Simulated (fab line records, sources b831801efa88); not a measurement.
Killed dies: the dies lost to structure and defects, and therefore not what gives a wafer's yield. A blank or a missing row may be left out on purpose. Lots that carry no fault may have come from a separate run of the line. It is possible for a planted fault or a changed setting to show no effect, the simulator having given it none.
The tool behind it: which one? -- flow gf180mcu -- route of 602 steps, sampled at 1 step: 11 lots, 33 wafers

## WHAT THE GAUGES READ, wafer by wafer
GF_V2_THK_MEAS_03.
lot,measured,on,V2_CVD_02_THK (nm)
L264,day 19 07:11,film_metro-01,842 837 849
L268,day 20 17:55,film_metro-04,847 852 851
L269,day 21 04:02,film_metro-04,837 848 861
L271,day 21 21:25,film_metro-04,840 841 845
L273,day 22 20:37,film_metro-01,844 834 850
L274,day 23 02:21,film_metro-01,849 848 845
L276,day 23 18:31,film_metro-04,853 870 859
L277,day 23 22:13,film_metro-01,838 867 865
L278,day 24 11:35,film_metro-04,857 862 853
L279,day 24 16:17,film_metro-03,857 863 859
L280,day 25 04:37,film_metro-04,855 854 870

## TOOL THAT RAN EACH LOT (tool first, then ch and the chambers of the sampled wafers, then the start)
No process step before these readings appears in the record.

## THE ANSWER, worked out from the rows above alone
Rule: usual is defined by the lots themselves. Put in order of their means at a reading, lots are off if they are a third of the lots or fewer, leave a main group of 4 or more, and stand apart from it by a gap of 3 or more times the standard deviation of the main group's means; of several such gaps the widest counts. If all means in a main group match to the digits the tables above print for the reading, that group is not used. A lot without any number at a reading at which 4 lots or more have one is off too. Any other lot the step has rows for is counted as sound.
No lot is off at any reading shown: from this, nothing can be told.

## WHAT THE SIMULATOR PUT IN
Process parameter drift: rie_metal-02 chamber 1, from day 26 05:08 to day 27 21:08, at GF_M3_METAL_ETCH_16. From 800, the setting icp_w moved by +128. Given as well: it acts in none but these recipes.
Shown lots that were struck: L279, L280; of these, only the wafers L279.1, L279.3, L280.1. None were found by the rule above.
